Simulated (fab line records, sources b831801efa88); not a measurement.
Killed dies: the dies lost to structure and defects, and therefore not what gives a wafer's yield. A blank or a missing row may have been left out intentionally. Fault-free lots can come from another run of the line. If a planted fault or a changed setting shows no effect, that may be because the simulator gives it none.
fab line records | flow sky130
record lots=7 wafers=21 lastDay=50
route steps=708 shown RES_XHIGH@334 SD_N@342
lots untouched by any fault: they come from a run of this same line in which no faults occurred
startH: start of the lot's first displayed wafer, in hours after the record's first day | waitH: hours from the lot's prior step to this one | " same as the row above | L1.1+2: several wafers, shown together as one row | - no value, or no start was given | * or withheld: withheld | < > ~ a bound
route shown NAME@n: names a module that has steps shown in the file, with the first one's number in the route | usual: mean/standard deviation of fault-free wafers | same: alike in all rows | chamber/n: place in a boat | sites: readings site by site | _std_site: the values' standard deviation | _edge_site: inner sites' mean taken away from outer sites' mean | radiusMm: for every site, how far away it sits from the centre of the wafer | mask NAME#n: copy n | behind: tool/chamber where the wafer was last shaped | hold: reason for holding the lot/hours on hold/outcome of the hold | device: the n, p or np transistor that did not switch | end of line: the same wafers' tests at the end of the route | a step without rows: its recipe alone | killed: dies lost to structure and defects at the first sort, not the wafer's yield | map: shows each die of a wafer: x if killed, . if not, _ if none is there
set.NAME: the setting the step ran with; set.NAME@STEP: the setting that earlier step ran with | model.NAME: the simulator's own value behind a step, which no gauge read
a table for each step, a row for each wafer; lots at some steps of the route
services: when a tool's chamber went out of use (startH, in hours from the record's first day, below 0 if earlier), for how many hours, and the reason
## steps
# step SKY_RES_XHIGH_COAT_02
# recipe resist=NOVOLAK spinRpm=3000 resistThkNm=1140
# step SKY_RES_XHIGH_SOFTBAKE_03
# recipe tempC=90 timeS=60 resist=NOVOLAK
# step SKY_RES_XHIGH_EXPOSE_04
# recipe maskId=URPM na=0.6 sourceShape=conventional sigmaOuter=0.6 polarization=unpolarized targetCdNm=1270 doseMj=140
# step SKY_RES_XHIGH_PEB_05
# recipe tempC=withheld timeS=* resist=NOVOLAK
# step SKY_RES_XHIGH_DEVELOP_06
# recipe resist=NOVOLAK developer=TMAH developTimeS=60 devTempC=23
# step SKY_RES_XHIGH_IMPLANT_07
# recipe species=BF2 energyKev=20 doseCm2=3.6e+14 tiltDeg=0
# step SKY_RES_XHIGH_STRIP_08
# recipe chemistry=O2/N2 powerW=1400 pressureMtorr=1500 platenTempC=withheld o2FlowSccm=3000 n2FlowSccm=300 overashFraction=0.5
# usual drypumpMotorCurrentA=5.8/0.45 oesProductAu=0.711/0.0041 stripTimeToEndpointS=14.27/0.039
# columns lot.wafer tool chamber startH waitH drypumpMotorCurrentA oesProductAu rfHoursCounterH stripTimeToEndpointS
L435.1 plasmaAsher-01 0 621.21 0.1 5.8 0.706 81 14.21
L435.4 " 0 " " 5.8 0.710 - 14.23
L435.5 " 1 " " 6.7 0.710 - 14.17
L447.1 plasmaAsher-01 0 724.84 0.1 5.8 0.712 86 14.29
L447.3 " 1 " " 6.7 0.710 - 14.31
L447.5 " 1 " " 6.8 0.712 - 14.32
L448.1 plasmaAsher-01 1 736.39 0.1 6.7 0.710 88 14.21
L448.4 " 0 " " 5.8 0.706 - 14.24
L448.5 " 0 " " 5.8 0.715 - 14.30
L449.1 plasmaAsher-01 0 742.81 0.1 5.8 0.707 89 14.24
L449.4 " 1 " " 6.7 0.715 - 14.28
L449.6 " 1 " " 6.7 0.710 - 14.30
L452.3 plasmaAsher-04 1 763.08 0.1 5.9 0.708 - 14.26
L452.4 " 0 " " 5.2 0.704 - 14.31
L452.5 " 0 " " 5.2 0.714 - 14.32
L454.1 plasmaAsher-04 1 771.89 0.1 5.9 0.715 33 14.27
L454.2 " 0 " " 5.2 0.712 33 14.26
L454.6 " 1 " " 5.9 0.703 - 14.27
L457.3 plasmaAsher-04 1 805.98 0.1 5.9 0.712 - 14.26
L457.4 " 0 " " 5.2 0.713 - 14.26
L457.5 " 1 " " 5.9 0.715 - 14.27
# step SKY_RES_XHIGH_TW_MEAS_09
# usual RES_XHIGH_TW=1652/18
# columns lot.wafer tool chamber startH waitH RES_XHIGH_TW
L435.1 filmMetro-02 - 621.31 0.1 1657
L435.4 " - " " 1662
L435.5 " - " " 1660
L447.1 filmMetro-04 - 724.94 0.1 1643
L447.3 " - " " 1642
L447.5 " - " " 1639
L448.1 filmMetro-01 - 736.49 0.1 1662
L448.4 " - " " 1663
L448.5 " - " " 1655
L449.1 filmMetro-01 - 742.91 0.1 1667
L449.4 " - " " 1666
L449.6 " - " " 1656
L452.3 filmMetro-01 - 763.16 0.1 1662
L452.4 " - " " 1659
L452.5 " - " " 1655
L454.1 filmMetro-04 - 771.99 0.1 1633
L454.2 " - " " 1642
L454.6 " - " " 1630
L457.3 filmMetro-02 - 806.06 0.1 1651
L457.4 " - " " 1655
L457.5 " - " " 1650
# step SKY_SD_N_DEHYDRATE_00
# recipe tempC=200 timeS=60
# step SKY_SD_N_HMDS_01
# recipe primeTimeS=60 primeTempC=120
# step SKY_SD_N_COAT_02
# recipe resist=NOVOLAK spinRpm=3000 resistThkNm=1140
# step SKY_SD_N_SOFTBAKE_03
# recipe tempC=90 timeS=60 resist=NOVOLAK
# step SKY_SD_N_EXPOSE_04
# recipe maskId=NSDM na=0.6 sourceShape=conventional sigmaOuter=0.6 polarization=unpolarized targetCdNm=380 doseMj=141
# usual exposureDoseMJCm2=140.97/0.15 focusOffsetNm=0.0/0.5
# columns lot.wafer tool chamber startH waitH mask exposureDoseMJCm2 focusOffsetNm
L435.1 ilineStepper-01 0 636.19 - NSDM#0 141.17 -0.3
L435.4 " 0 " " NSDM#0 140.94 -0.3
L435.5 " 0 " " NSDM#0 141.24 -0.1
L447.1 ilineStepper-01 - 739.14 - NSDM#0 - -
L447.3 " - " " NSDM#0 - -
L447.5 " - " " NSDM#0 - -
L448.1 ilineStepper-01 - 750.16 - NSDM#0 - -
L448.4 " - " " NSDM#0 - -
L448.5 " - " " NSDM#0 - -
L449.1 ilineStepper-02 - 756.99 - NSDM#0 - -
L449.4 " - " " NSDM#0 - -
L449.6 " - " " NSDM#0 - -
L452.3 ilineStepper-02 0 777.38 - NSDM#0 140.68 0.1
L452.4 " 0 " " NSDM#0 140.98 0.1
L452.5 " 0 " " NSDM#0 140.75 0.4
L454.1 ilineStepper-02 0 784.96 - NSDM#0 141.04 0.4
L454.2 " 0 " " NSDM#0 141.10 0.3
L454.6 " 0 " " NSDM#0 140.93 0.0
L457.3 ilineStepper-01 0 819.40 - NSDM#0 140.84 0.2
L457.4 " 0 " " NSDM#0 140.82 -0.2
L457.5 " 0 " " NSDM#0 140.93 -0.5
# step SKY_SD_N_PEB_05
# recipe tempC=withheld timeS=* resist=NOVOLAK
## services
# columns tool chamber startH hours kind
ilineStepper-01 - 612.98 4.4 pm
ilineStepper-02 - 673.51 18.8 repair
ilineStepper-02 - 694.58 1.7 pm
plasmaAsher-04 - 698.24 14.6 pm
plasmaAsher-04 - 724.69 11.8 repair
plasmaAsher-01 - 763.61 13.4 repair
plasmaAsher-04 - 772.67 2.8 pm
ilineStepper-01 - 798.00 1.7 pm
ilineStepper-01 - 813.81 2.1 pm
ilineStepper-01 - 815.89 - consumableReplace:lamp
## key
firstSign step=SKY_SD_N_EXPOSE_04 reading=toolRecord direction=missing
effect none on later readings
metAt SKY_SD_N_EXPOSE_04
struckWafers L447.1,L447.3,L447.5,L448.1,L448.4,L448.5,L449.1,L449.4,L449.6
sortLeftOut L447.1,L447.3,L447.5,L448.1,L448.4,L448.5,L449.1,L449.4,L449.6
testerLeftOut L447,L448,L449
onsetBetween 636.19 739.14
fault kind=skippedStepWhole tool=ilineStepper-01,ilineStepper-02 chamber=- onsetH=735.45 steps=SKY_SD_N_EXPOSE_04 scope=struckLotsOnly
# testerLeftOut: of these lots the tester's yield and bins aren't shown, on N5 and GAA mostly nor the transistor test; their killed dies are dies lost to structure and defects alone, not to doping, threshold or leakage, so they don't give the yield
# sortLeftOut: the simulated sort isn't trusted on such a fault, so these wafers' sort isn't shown, and their yield isn't known
